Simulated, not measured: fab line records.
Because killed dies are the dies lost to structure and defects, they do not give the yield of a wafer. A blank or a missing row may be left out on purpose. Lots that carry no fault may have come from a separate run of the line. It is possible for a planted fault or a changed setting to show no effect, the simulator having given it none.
What tool caused it? / flow sky130 / 12 lots, 36 wafers sampled, at 4 steps of a route of 708

WHAT EACH GAUGE READ, for each wafer
SKY_CONTACT_CD_MEAS_14 targets a cd of 170 nm.
lot=L130; measured=day 31 19:55; on=cd-sem-01; cd-nm (nm)=171.0 170.0 172.5
lot=L131; measured=day 32 01:06; on=cd-sem-02; cd-nm (nm)=170.0 170.3 169.1
lot=L134; measured=day 32 19:28; on=cd-sem-02; cd-nm (nm)=168.0 166.4 167.7
lot=L133; measured=day 32 22:25; on=cd-sem-02; cd-nm (nm)=168.9 170.6 169.5
lot=L135; measured=day 33 16:28; on=cd-sem-02; cd-nm (nm)=169.7 167.9 168.0
lot=L136; measured=day 33 18:37; on=cd-sem-02; cd-nm (nm)=167.4 166.8 167.3
lot=L137; measured=day 34 04:44; on=cd-sem-02; cd-nm (nm)=169.1 171.0 169.1
lot=L143; measured=day 35 23:50; on=cd-sem-01; cd-nm (nm)=170.7 168.7 168.7
lot=L147; measured=day 37 06:00; on=cd-sem-01; cd-nm (nm)=168.9 167.8 168.6
lot=L148; measured=day 37 19:02; on=cd-sem-01; cd-nm (nm)=168.5 168.7 169.4
lot=L153; measured=day 38 23:36; on=cd-sem-01; cd-nm (nm)=171.9 170.5 172.6
lot=L152; measured=day 39 02:52; on=cd-sem-01; cd-nm (nm)=170.3 171.3 170.6

SKY_CONTACT_THK_MEAS_26: measures by xrf.
lot=L130; measured=day 31 21:05; on=film-metro-01; CONTACT_W_THK (nm)=342 344 352
lot=L131; measured=day 32 02:17; on=film-metro-01; CONTACT_W_THK (nm)=346 342 345
lot=L134; measured=day 32 20:40; on=film-metro-02; CONTACT_W_THK (nm)=354 352 349
lot=L133; measured=day 32 23:35; on=film-metro-02; CONTACT_W_THK (nm)=346 350 345
lot=L135; measured=day 33 17:40; on=film-metro-02; CONTACT_W_THK (nm)=343 345 343
lot=L136; measured=day 33 19:47; on=film-metro-02; CONTACT_W_THK (nm)=347 340 346
lot=L137; measured=day 34 05:57; on=film-metro-01; CONTACT_W_THK (nm)=334 337 333
lot=L143; measured=day 36 01:26; on=film-metro-01; CONTACT_W_THK (nm)=349 346 352
lot=L147; measured=day 37 07:10; on=film-metro-02; CONTACT_W_THK (nm)=353 352 353
lot=L148; measured=day 37 20:12; on=film-metro-02; CONTACT_W_THK (nm)=356 354 351
lot=L153; measured=day 39 00:48; on=film-metro-01; CONTACT_W_THK (nm)=339 344 340
lot=L152; measured=day 39 04:02; on=film-metro-01; CONTACT_W_THK (nm)=344 344 342

SKY_VIA1_CD_MEAS_12 targets a cd of 150 nm.
lot=L130; measured=day 34 05:08; on=cd-sem-02; cd-nm (nm)=152.6 151.6 150.7
lot=L131; measured=day 34 09:30; on=cd-sem-01; cd-nm (nm)=149.1 148.4 148.1
lot=L134; measured=day 35 04:08; on=cd-sem-02; cd-nm (nm)=151.7 149.4 148.7
lot=L133; measured=day 35 08:20; on=cd-sem-01; cd-nm (nm)=152.2 151.0 151.9
lot=L135; measured=day 36 00:40; on=cd-sem-02; cd-nm (nm)=147.5 147.7 149.2
lot=L136; measured=day 36 02:24; on=cd-sem-02; cd-nm (nm)=149.8 149.4 152.0
lot=L137; measured=day 36 13:06; on=cd-sem-02; cd-nm (nm)=149.5 151.2 149.3
lot=L143; measured=day 38 06:57; on=cd-sem-01; cd-nm (nm)=149.8 148.9 150.3
lot=L147; measured=day 39 12:38; on=cd-sem-02; cd-nm (nm)=153.3 153.4 152.6
lot=L148; measured=day 40 00:38; on=cd-sem-01; cd-nm (nm)=150.7 149.8 151.1
lot=L153; measured=day 41 04:48; on=cd-sem-02; cd-nm (nm)=151.0 151.7 150.5
lot=L152; measured=day 41 07:54; on=cd-sem-02; cd-nm (nm)=148.5 146.9 147.5

TOOL THAT RAN EACH LOT (tool first, then ch and the chambers of the sampled wafers, then the start)
lot=L130; SKY_METAL1_METAL_ETCH_19=rie-metal-03 ch 0, day 33 01:03
lot=L131; SKY_METAL1_METAL_ETCH_19=rie-metal-02 ch 0,1, day 33 06:08
lot=L134; SKY_METAL1_METAL_ETCH_19=rie-metal-02 ch 0,1, day 34 00:18
lot=L133; SKY_METAL1_METAL_ETCH_19=rie-metal-03 ch 0,1, day 34 04:23
lot=L135; SKY_METAL1_METAL_ETCH_19=rie-metal-02 ch 0,1, day 34 20:59
lot=L136; SKY_METAL1_METAL_ETCH_19=rie-metal-04 ch 0,1, day 34 23:17
lot=L137; SKY_METAL1_METAL_ETCH_19=rie-metal-03 ch 0, day 35 09:14
lot=L143; SKY_METAL1_METAL_ETCH_19=rie-metal-04 ch 0,1, day 37 03:33
lot=L147; SKY_METAL1_METAL_ETCH_19=rie-metal-02 ch 1, day 38 10:26
lot=L148; SKY_METAL1_METAL_ETCH_19=rie-metal-04 ch 0,1, day 38 22:41
lot=L153; SKY_METAL1_METAL_ETCH_19=rie-metal-03 ch 0,1, day 40 02:59
lot=L152; SKY_METAL1_METAL_ETCH_19=rie-metal-03 ch 0,1, day 40 05:57
- SKY_METAL1_METAL_ETCH_19: etches the open film in Cl2/BCl3, stops on SiO2, target depth 360 nm, time 78 s.

AS READ BY THE TOOLS THEMSELVES (means over the sampled wafers that have a number; for cases with no such wafer, the mark the record gives instead)
SKY_METAL1_METAL_ETCH_19.
lot=L130; tool=rie-metal-03; bcl3-flow-sccm (sccm)=30.12; drypump-motor-current-A (A)=5.4; oes-product-au (a.u.)=0.853; throttle-valve-pct (%)=22.262
lot=L131; tool=rie-metal-02; bcl3-flow-sccm (sccm)=29.98; drypump-motor-current-A (A)=5.0; oes-product-au (a.u.)=0.857; throttle-valve-pct (%)=22.281
lot=L134; tool=rie-metal-02; bcl3-flow-sccm (sccm)=29.92; drypump-motor-current-A (A)=5.0; oes-product-au (a.u.)=0.851; throttle-valve-pct (%)=22.272
lot=L133; tool=rie-metal-03; bcl3-flow-sccm (sccm)=30.06; drypump-motor-current-A (A)=5.6; oes-product-au (a.u.)=0.852; throttle-valve-pct (%)=22.258
lot=L135; tool=rie-metal-02; bcl3-flow-sccm (sccm)=29.93; drypump-motor-current-A (A)=5.0; oes-product-au (a.u.)=0.850; throttle-valve-pct (%)=22.265
lot=L136; tool=rie-metal-04; bcl3-flow-sccm (sccm)=30.01; drypump-motor-current-A (A)=5.8; oes-product-au (a.u.)=0.853; throttle-valve-pct (%)=22.270
lot=L137; tool=rie-metal-03; bcl3-flow-sccm (sccm)=29.93; drypump-motor-current-A (A)=5.4; oes-product-au (a.u.)=0.849; throttle-valve-pct (%)=22.258
lot=L143; tool=rie-metal-04; bcl3-flow-sccm (sccm)=30.08; drypump-motor-current-A (A)=5.3; oes-product-au (a.u.)=0.860; throttle-valve-pct (%)=22.264
lot=L147; tool=rie-metal-02; bcl3-flow-sccm (sccm)=30.11; drypump-motor-current-A (A)=4.9; oes-product-au (a.u.)=0.852; throttle-valve-pct (%)=22.275
lot=L148; tool=rie-metal-04; bcl3-flow-sccm (sccm)=29.98; drypump-motor-current-A (A)=5.3; oes-product-au (a.u.)=0.857; throttle-valve-pct (%)=22.270
lot=L153; tool=rie-metal-03; bcl3-flow-sccm (sccm)=29.92; drypump-motor-current-A (A)=5.9; oes-product-au (a.u.)=0.856; throttle-valve-pct (%)=22.262
lot=L152; tool=rie-metal-03; bcl3-flow-sccm (sccm)=30.06; drypump-motor-current-A (A)=5.9; oes-product-au (a.u.)=0.854; throttle-valve-pct (%)=22.263

THE ANSWER, worked out from the rows above alone
Rule: the usual values come from the lots themselves. Put in order of their means at a reading, lots are off if they are a third of the lots or fewer, leave a main group of 4 or more, and stand apart from it by a gap of 3 or more times the standard deviation of the main group's means; of several such gaps the widest counts. If all means in a main group match to the digits the tables above print for the reading, that group is not used. Also off: a lot with no number at a reading for which 4 or more lots have one. Where the step has rows for the other lots, those lots are counted as sound. First the gauges in route order, then the tools' own readings, where a lot's mean is used as printed above. At the first step where some lot is off, the reading lying furthest off is the one used; lots without a number count as furthest.
None of the lots is off at any reading shown; this tells nothing.

WHAT THE SIMULATOR HAD INSERTED
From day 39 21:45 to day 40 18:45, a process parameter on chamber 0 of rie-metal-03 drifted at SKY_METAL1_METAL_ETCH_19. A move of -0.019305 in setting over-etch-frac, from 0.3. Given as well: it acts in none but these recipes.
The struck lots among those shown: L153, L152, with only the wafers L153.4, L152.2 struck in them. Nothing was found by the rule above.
